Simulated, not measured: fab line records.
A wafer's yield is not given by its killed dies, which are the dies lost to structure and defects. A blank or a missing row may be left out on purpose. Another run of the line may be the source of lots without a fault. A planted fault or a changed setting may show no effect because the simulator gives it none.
fab line records | flow sky130
[record] lots = 12 wafers = 36 last_day = 49
route steps=708 shown FIELD_ISO@18 DNWELL@41 METAL1@454 VIA1@470 PAD_OPEN@708
lots untouched by any fault: they come from a run of this same line in which no faults occurred
start_h: the number of hours between the record's first day and the start of the first shown wafer of the lot | wait_h: hours since the lot's step before | " as in the row above | L1.1+2: several wafers, shown together as one row | - value missing, or start not given | * or withheld: withheld | < > ~ a bound
route shown NAME@n: a module of which the file shows steps, and the number in the route of the first | usual: mean/standard deviation of fault-free wafers | same: alike in all rows | chamber/n: place in a boat | sites: per-site readings | _std_site: the standard deviation of these | _edge_site: the outer-site mean with the inner-site mean subtracted | radius_mm: how far each site lies from the wafer's centre | mask NAME#n: copy n | behind: tool/chamber where the wafer was last shaped | hold: what put the lot on hold/how long, in hours/how the hold closed | device: the transistor (n, p or np) that didn't switch | end of line: tests of these same wafers at the route's end | a step without rows: its recipe alone | killed: dies lost to structure and defects at the first sort, not the wafer's yield | map: dies across one wafer; x = killed, . = not, _ = none there
set.NAME: the setting the step ran with; set.NAME@STEP: the setting that earlier step ran with | model.NAME: the simulator's own value behind a step, which no gauge read
route steps across a sampled set of lots; one table per step, one row per wafer
services: the hour from which a tool's chamber was out of use, counted from the record's first day as start_h (under 0 if before that day), plus the number of hours and why
[[steps]]
[step SKY_FIELD_ISO_ETCH_17]
[recipe] target_depth_a = 3420 mask_material = Si3N4 chemistry = HBr/Cl2/O2 target = Si taper_deg = 5 icp_w = 600 bias_w = 150 pressure_mtorr = 15 HBr_flow_sccm = 150 Cl2_flow_sccm = 40 O2_flow_sccm = 6 time_s = 97.7
[usual] HBr_flow_sccm = 150.0/0.44 drypump_motor_current_A = 5.79/0.26 oes_product_au = 0.996/0.0082 throttle_valve_pct = 25.658/0.01
// columns lot.wafer tool chamber start_h wait_h HBr_flow_sccm drypump_motor_current_A oes_product_au rf_hours_counter_h throttle_valve_pct
L400.1 rie_si-02 2 42.40 0.1 149.5 5.89 1.007 8 25.660
L400.2 " 0 " " 150.9 5.66 0.995 92 25.647
L400.5 " 0 " " 150.3 5.66 0.995 - 25.669
L401.2 rie_si-01 1 46.43 0.1 149.5 5.29 0.986 48 25.663
L401.3 " 2 " " 150.4 5.93 0.995 51 25.654
L401.4 " 3 " " 149.7 6.15 1.006 87 25.652
L402.2 rie_si-02 2 49.66 0.1 149.6 5.91 1.009 8 25.644
L402.5 " 2 " " 149.0 5.91 1.008 - 25.664
L402.6 " 1 " " 150.2 5.67 0.998 - 25.637
L403.1 rie_si-02 1 55.05 0.1 149.8 5.67 1.006 130 25.644
L403.3 " 3 " " 150.8 5.66 0.987 21 25.666
L403.6 " 1 " " 149.9 5.67 0.995 - 25.662
L404.1 rie_si-02 2 59.21 0.1 150.6 5.91 1.000 8 25.663
L404.2 " 3 " " 149.9 5.64 0.991 21 25.680
L404.3 " 1 " " 150.6 5.66 0.999 130 25.655
L405.2 rie_si-02 2 65.13 0.1 149.9 5.89 1.000 8 25.676
L405.4 " 0 " " 150.2 5.65 0.976 92 25.673
L405.5 " 2 " " 149.4 5.90 0.995 - 25.660
L406.1 rie_si-01 1 70.15 0.1 150.1 5.32 0.998 48 25.656
L406.2 " 0 " " 150.3 6.07 0.995 30 25.676
L406.5 " 2 " " 150.5 5.95 0.994 - 25.669
L407.3 rie_si-01 0 76.91 0.0 149.8 6.08 0.988 30 25.656
L407.4 " 3 " " 150.1 6.15 1.010 - 25.658
L407.6 " 1 " " 150.6 5.30 0.993 - 25.659
L408.2 rie_si-01 0 87.36 0.1 150.1 6.07 0.987 30 25.663
L408.3 " 2 " " 149.6 5.95 0.996 52 25.655
L408.4 " 1 " " 150.1 5.32 0.985 49 25.667
L414.1 rie_si-01 3 112.22 0.1 150.4 6.13 0.990 87 25.640
L414.4 " 0 " " 150.2 6.04 0.988 31 25.676
L414.6 " 1 " " 150.0 5.32 0.982 - 25.670
L415.1 rie_si-02 2 117.65 0.1 150.0 5.89 0.995 8 25.667
L415.2 " 0 " " 150.0 5.65 1.005 93 25.661
L415.4 " 3 " " 150.6 5.65 0.990 21 25.668
L417.3 rie_si-01 0 127.35 0.0 149.9 6.09 0.992 31 25.662
L417.4 " 3 " " 149.8 6.17 1.005 88 25.657
L417.6 " 3 " " 150.0 6.15 1.007 - 25.657
[step SKY_DNWELL_DEVELOP_06]
[recipe] wall_angle_deg = 90 developer = TMAH develop_time_s = 60 dev_temp_c = 23
[usual] developer_temp_C = 23.00/0.12 resist_line_temp_C = 22.99/0.11
// columns lot.wafer tool chamber start_h wait_h developer_temp_C resist_line_temp_C
L400.1 litho_track-02 0 64 - 22.99 23.00
L400.2 " 0 " " 22.91 22.91
L400.5 " 0 " " 23.04 23.09
L401.2 litho_track-04 0 68 - 22.86 23.01
L401.3 " 0 " " 22.73 22.88
L401.4 " 0 " " 23.06 23.03
L402.2 litho_track-02 0 73 - 22.87 22.93
L402.5 " 0 " " 23.00 22.91
L402.6 " 0 " " 22.98 22.91
L403.1 litho_track-01 0 89 - 23.02 23.02
L403.3 " 0 90 - 22.99 23.02
L403.6 " 0 " " 22.96 23.00
L404.1 litho_track-02 0 91 - 22.98 23.01
L404.2 " 0 " " 22.97 23.11
L404.3 " 0 " " 23.00 23.04
L405.2 litho_track-01 0 91 - 22.92 23.06
L405.4 " 0 " " 22.90 23.00
L405.5 " 0 " " 23.00 22.97
L406.1 litho_track-01 0 97 - 23.00 22.88
L406.2 " 0 " " 23.03 22.90
L406.5 " 0 " " 23.12 22.89
L407.3 litho_track-01 0 103 - 23.06 22.97
L407.4 " 0 " " 22.91 23.30
L407.6 " 0 " " 23.00 23.07
L408.2 litho_track-01 0 112 - 22.99 22.89
L408.3 " 0 " " 23.07 22.89
L408.4 " 0 " " 23.02 22.89
L414.1 litho_track-02 0 140 - 23.84 23.09
L414.4 " 0 " " 23.84 22.97
L414.6 " 0 " " 23.91 23.13
L415.1 litho_track-02 0 144 - 24.07 22.97
L415.2 " 0 " " 24.25 22.87
L415.4 " 0 " " 24.15 22.93
L417.3 litho_track-04 0 156 - 22.95 22.86
L417.4 " 0 " " 23.05 22.99
L417.6 " 0 " " 23.07 22.99
[step SKY_METAL1_STRIP_20]
[recipe] chemistry = O2/N2 power_w = 1400 pressure_mtorr = 1500 platen_temp_c = withheld o2_flow_sccm = 3000 n2_flow_sccm = 300 overash_fraction = 0.5
[usual] drypump_motor_current_A = 5.6/0.38 oes_product_au = 0.342/0.0049 strip_time_to_endpoint_s = 2.69/0.04
// columns lot.wafer tool chamber start_h wait_h drypump_motor_current_A oes_product_au rf_hours_counter_h strip_time_to_endpoint_s
L400.1 plasma_asher-03 1 769.37 0.1 5.8 0.344 92 2.70
L400.2 " 0 " " 5.5 0.341 92 2.61
L400.5 " 1 " " 5.8 0.339 - 2.66
L401.2 plasma_asher-03 1 779.58 0.1 5.7 0.334 93 2.62
L401.3 " 1 " " 5.7 0.340 - 2.60
L401.4 " 0 " " 5.5 0.336 - 2.65
L402.2 plasma_asher-04 0 810.93 0.1 6.1 0.333 7 2.65
L402.5 " 0 " " 6.1 0.345 - 2.65
L402.6 " 1 " " 6.0 0.343 - 2.69
L403.1 plasma_asher-01 1 817.73 0.1 5.3 0.342 39 2.68
L403.3 " 0 " " 4.8 0.337 - 2.69
L403.6 " 0 " " 4.8 0.339 - 2.68
L404.1 plasma_asher-01 0 819.38 0.1 4.8 0.341 39 2.67
L404.2 " 1 " " 5.3 0.337 39 2.68
L404.3 " 1 " " 5.3 0.344 - 2.67
L405.2 plasma_asher-03 1 820.07 0.1 5.7 0.338 97 2.64
L405.4 " 1 " " 5.7 0.341 - 2.67
L405.5 " 1 " " 5.7 0.338 - 2.63
L406.1 plasma_asher-04 1 824.42 0.1 6.0 0.345 8 2.65
L406.2 " 0 " " 6.1 0.340 8 2.66
L406.5 " 1 " " 6.0 0.340 - 2.69
L407.3 plasma_asher-04 1 832.56 0.1 6.0 0.343 - 2.70
L407.4 " 0 " " 6.1 0.338 - 2.64
L407.6 " 1 " " 6.0 0.339 - 2.72
L408.2 plasma_asher-03 1 844.97 0.1 5.8 0.344 99 2.73
L408.3 " 1 " " 5.8 0.339 - 2.69
L408.4 " 0 " " 5.5 0.341 - 2.72
L414.1 plasma_asher-04 0 895.63 0.1 6.1 0.348 16 2.74
L414.4 " 1 " " 6.0 0.343 - 2.74
L414.6 " 0 " " 6.1 0.345 - 2.71
L415.1 plasma_asher-01 0 899.72 0.1 4.8 0.339 46 2.66
L415.2 " 1 " " 5.3 0.337 46 2.73
L415.4 " 1 " " 5.3 0.348 - 2.73
L417.3 plasma_asher-04 0 906.00 0.1 6.1 0.339 - 2.76
L417.4 " 1 " " 6.0 0.349 - 2.68
L417.6 " 1 " " 6.0 0.343 - 2.73
[step SKY_VIA1_CD_MEAS_12]
[recipe] target_cd_nm = 150
[usual] cd_nm = 149.7/1.7
// columns lot.wafer tool chamber start_h wait_h cd_nm
L400.1 cd_sem-02 - 796.93 - 155.2
L400.2 " - " " 152.6
L400.5 " - " " 154.5
L401.2 cd_sem-02 - 806.63 - 151.5
L401.3 " - " " 153.1
L401.4 " - " " 151.5
L402.2 cd_sem-02 - 837.90 - 150.2
L402.5 " - " " 149.9
L402.6 " - " " 149.6
L403.1 cd_sem-02 - 844.28 - 150.9
L403.3 " - " " 149.9
L403.6 " - " " 150.4
L404.1 cd_sem-02 - 846.21 - 149.9
L404.2 " - " " 149.2
L404.3 " - " " 150.3
L405.2 cd_sem-01 - 847.35 - 150.1
L405.4 " - " " 149.4
L405.5 " - " " 148.8
L406.1 cd_sem-01 - 851.41 - 150.3
L406.2 " - " " 151.5
L406.5 " - " " 150.1
L407.3 cd_sem-01 - 859.17 - 150.1
L407.4 " - " " 150.6
L407.6 " - " " 149.7
L408.2 cd_sem-01 - 872.05 - 148.7
L408.3 " - " " 150.3
L408.4 " - " " 149.8
L414.1 cd_sem-01 - 921.14 - 150.0
L414.4 " - " " 150.1
L414.6 " - " " 148.8
L415.1 cd_sem-01 - 925.66 - 149.8
L415.2 " - " " 149.7
L415.4 " - " " 150.2
L417.3 cd_sem-01 - 932.10 - 152.3
L417.4 " - " " 152.8
L417.6 " - " " 150.8
[step SKY_PAD_OPEN_PROBE_99]
[usual] killed_at_M0_to_M3 = 44/7 killed_at_M4_up = 3.0/1.9 killed_at_contacts = 24/5.4 killed_at_front_end = 15/4.6 killed_at_other = 0.3/0.5 killed_dies = 87/10 killed_on_rim = 17/3.5 killed_open = 47/7 killed_short = 40/6.2
[same] gross_dies = 492 killed_at_back_side = 0
// columns lot.wafer tool chamber start_h wait_h killed_at_M0_to_M3 killed_at_M4_up killed_at_contacts killed_at_front_end killed_at_other killed_dies killed_on_rim killed_open killed_short
L400.1 prober-02 - 1078.90 0.1 41 1 23 19 0 84 15 48 36
L400.2 prober-02 - 1078.95 0.1 42 5 34 14 1 96 20 42 54
L400.5 prober-02 - 1079.10 0.2 47 1 21 11 1 81 20 46 35
L401.2 prober-01 - 1085.20 0.1 39 3 26 9 1 78 20 38 40
L401.3 prober-01 - 1085.25 0.2 40 2 20 15 0 77 12 50 27
L401.4 prober-01 - 1085.30 0.2 35 3 13 13 0 64 10 33 31
L403.1 prober-01 - 1115.03 0.1 28 2 17 20 0 67 8 34 33
L403.3 prober-01 - 1115.13 0.2 46 6 27 23 0 102 16 64 38
L403.6 prober-01 - 1115.28 0.2 37 2 24 19 0 82 19 45 37
L405.2 prober-01 - 1120.14 0.1 46 4 26 13 1 90 15 43 47
L405.4 prober-01 - 1120.24 0.2 57 4 27 9 1 98 18 46 52
L405.5 prober-01 - 1120.29 0.2 58 0 24 9 0 91 19 54 37
L407.3 prober-01 - 1128.21 0.2 56 5 18 16 0 95 17 49 46
L407.4 prober-01 - 1128.26 0.2 58 1 19 12 0 90 18 50 40
L407.6 prober-01 - 1128.36 0.2 45 2 17 16 0 80 15 47 33
// killed by level:class
L400.1 VIA1:geometric_particle:open=11 VIA2:geometric_particle:open=8 LI_CONTACT:geometric_particle:open=7 CONTACT:geometric_particle:open=6 POLY_GATE:geometric_particle:short=5 CONTACT:geometric_particle:short=5 FIELD_ISO:geometric_particle:short=4 FIELD_ISO:geometric_particle:open=4
L400.2 CONTACT:geometric_particle:short=11 CONTACT:geometric_particle:open=10 VIA1:geometric_particle:open=10 VIA2:geometric_particle:short=6 LOCAL_INTERCONNECT:geometric_particle:short=5 METAL2:geometric_particle:short=5 METAL4:geometric_particle:short=5 LI_CONTACT:geometric_particle:short=4
L400.5 LI_CONTACT:geometric_particle:open=9 VIA1:geometric_particle:open=8 VIA3:geometric_particle:open=7 VIA2:geometric_particle:open=6 VIA2:geometric_particle:short=6 POLY_GATE:geometric_particle:open=4 LI_CONTACT:geometric_particle:short=4 METAL1:geometric_particle:short=4
L401.2 CONTACT:geometric_particle:open=10 METAL2:geometric_particle:short=8 VIA1:geometric_particle:open=6 METAL1:geometric_particle:short=5 VIA1:geometric_particle:short=5 VIA3:geometric_particle:open=5 LI_CONTACT:geometric_particle:open=4 LOCAL_INTERCONNECT:geometric_particle:short=4
L401.3 CONTACT:geometric_particle:open=10 VIA3:geometric_particle:open=8 VIA1:geometric_particle:short=6 POLY_GATE:geometric_particle:open=5 LI_CONTACT:geometric_particle:open=5 VIA1:geometric_particle:open=5 METAL2:geometric_particle:short=5 VIA2:geometric_particle:open=5
L401.4 CONTACT:geometric_particle:open=6 METAL1:geometric_particle:short=6 VIA1:geometric_particle:open=6 VIA2:geometric_particle:open=5 POLY_GATE:geometric_particle:open=4 VIA3:geometric_particle:open=4 FIELD_ISO:geometric_particle:short=3 POLY_GATE:geometric_particle:short=3
L403.1 LOCAL_INTERCONNECT:geometric_particle:short=6 VIA3:geometric_particle:open=6 POLY_GATE:geometric_particle:short=5 VIA1:geometric_particle:open=5 VIA2:geometric_particle:open=5 FIELD_ISO:geometric_particle:short=4 CONTACT:geometric_particle:open=4 FIELD_ISO:geometric_particle:open=3
L403.3 FIELD_ISO:geometric_particle:open=11 LI_CONTACT:geometric_particle:open=10 CONTACT:geometric_particle:open=9 VIA3:geometric_particle:open=7 VIA1:geometric_particle:short=6 POLY_GATE:geometric_particle:open=6 VIA2:geometric_particle:open=6 CONTACT:geometric_particle:short=5
L403.6 VIA1:geometric_particle:open=8 LI_CONTACT:geometric_particle:open=7 CONTACT:geometric_particle:open=7 CONTACT:geometric_particle:short=7 POLY_GATE:geometric_particle:open=6 METAL2:geometric_particle:short=6 VIA3:geometric_particle:open=5 FIELD_ISO:geometric_particle:open=3
L405.2 VIA1:geometric_particle:open=9 METAL2:geometric_particle:short=9 LI_CONTACT:geometric_particle:open=8 LI_CONTACT:geometric_particle:short=5 CONTACT:geometric_particle:short=5 SPACER:geometric_particle:open=4 METAL4:geometric_particle:short=4 METAL1:geometric_particle:open=4
L405.4 VIA3:geometric_particle:open=11 LI_CONTACT:geometric_particle:open=8 VIA1:geometric_particle:open=8 VIA1:geometric_particle:short=7 METAL1:geometric_particle:short=7 CONTACT:geometric_particle:open=6 VIA2:geometric_particle:open=6 METAL2:geometric_particle:short=6
L405.5 VIA1:geometric_particle:open=13 VIA3:geometric_particle:open=12 METAL1:geometric_particle:short=11 CONTACT:geometric_particle:open=8 FIELD_ISO:geometric_particle:open=4 LI_CONTACT:geometric_particle:open=4 LOCAL_INTERCONNECT:geometric_particle:short=4 CONTACT:geometric_particle:short=4
L407.3 VIA2:geometric_particle:open=11 VIA1:geometric_particle:open=9 METAL2:geometric_particle:short=9 LI_CONTACT:geometric_particle:open=8 FIELD_ISO:geometric_particle:short=7 VIA2:geometric_particle:short=6 METAL1:geometric_particle:short=6 CONTACT:geometric_particle:open=4
L407.4 VIA1:geometric_particle:open=14 METAL2:geometric_particle:short=7 CONTACT:geometric_particle:open=6 METAL1:geometric_particle:short=6 VIA3:geometric_particle:open=6 FIELD_ISO:geometric_particle:open=5 LI_CONTACT:geometric_particle:open=5 VIA1:geometric_particle:short=5
L407.6 VIA2:geometric_particle:open=9 CONTACT:geometric_particle:open=7 VIA1:geometric_particle:open=7 LI_CONTACT:geometric_particle:open=6 METAL1:geometric_particle:short=6 VIA1:geometric_particle:short=6 METAL2:geometric_particle:short=5 POLY_GATE:geometric_particle:open=4
[[services]]
// columns tool chamber start_h hours kind
plasma_asher-04 - 25.39 3.3 repair
plasma_asher-04 - 58.47 3.1 repair
rie_si-01 2 75.24 11.0 repair
rie_si-02 0 119.98 8.4 repair
rie_si-02 - 157.29 0.1 repair
rie_si-02 - 172.56 2.8 pm
plasma_asher-04 - 234.66 15.0 repair
rie_si-01 - 313.67 0.7 repair
rie_si-01 3 440.90 2.6 repair
rie_si-02 2 448.96 5.1 repair
rie_si-02 - 530.88 28.1 pm
rie_si-01 - 558.98 2.8 pm
rie_si-02 2 584.62 8.8 repair
rie_si-02 3 620.92 6.4 repair
rie_si-01 3 732.17 1.9 repair
rie_si-01 0 747.83 10.6 repair
rie_si-02 - 751.02 0.2 repair
rie_si-02 1 806.78 2.3 repair
rie_si-01 - 813.34 28.1 pm
rie_si-02 - 813.62 0.3 repair
rie_si-02 2 815.16 8.2 repair
rie_si-01 2 842.91 68.2 repair
rie_si-01 0 856.07 13.9 repair
rie_si-01 1 878.84 7.0 repair
[[key]]
[first_sign] step = SKY_DNWELL_DEVELOP_06 reading = developer_temp_C direction = up sigmas = 8.6 usual = * struck = *
effect none on later readings
met_at SKY_DNWELL_DEVELOP_06
struck_lots L414,L415
tester_left_out L414,L415
not_acting_at SKY_FIELD_ISO_ETCH_17,SKY_METAL1_STRIP_20,SKY_VIA1_CD_MEAS_12
onset_between 91 140
[fault] kind = process_parameter_drift tool = litho_track-02 chamber = - onset_h = 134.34 steps = SKY_DNWELL_DEVELOP_06 channel = dev_temp_c offset = * shape = step end_h = 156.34 acts_in = * stated = *
// tester_left_out: of these lots the tester's yield and bins aren't shown, on N5 and GAA mostly nor the transistor test; their killed dies are dies lost to structure and defects alone, not to doping, threshold or leakage, so they don't give the yield
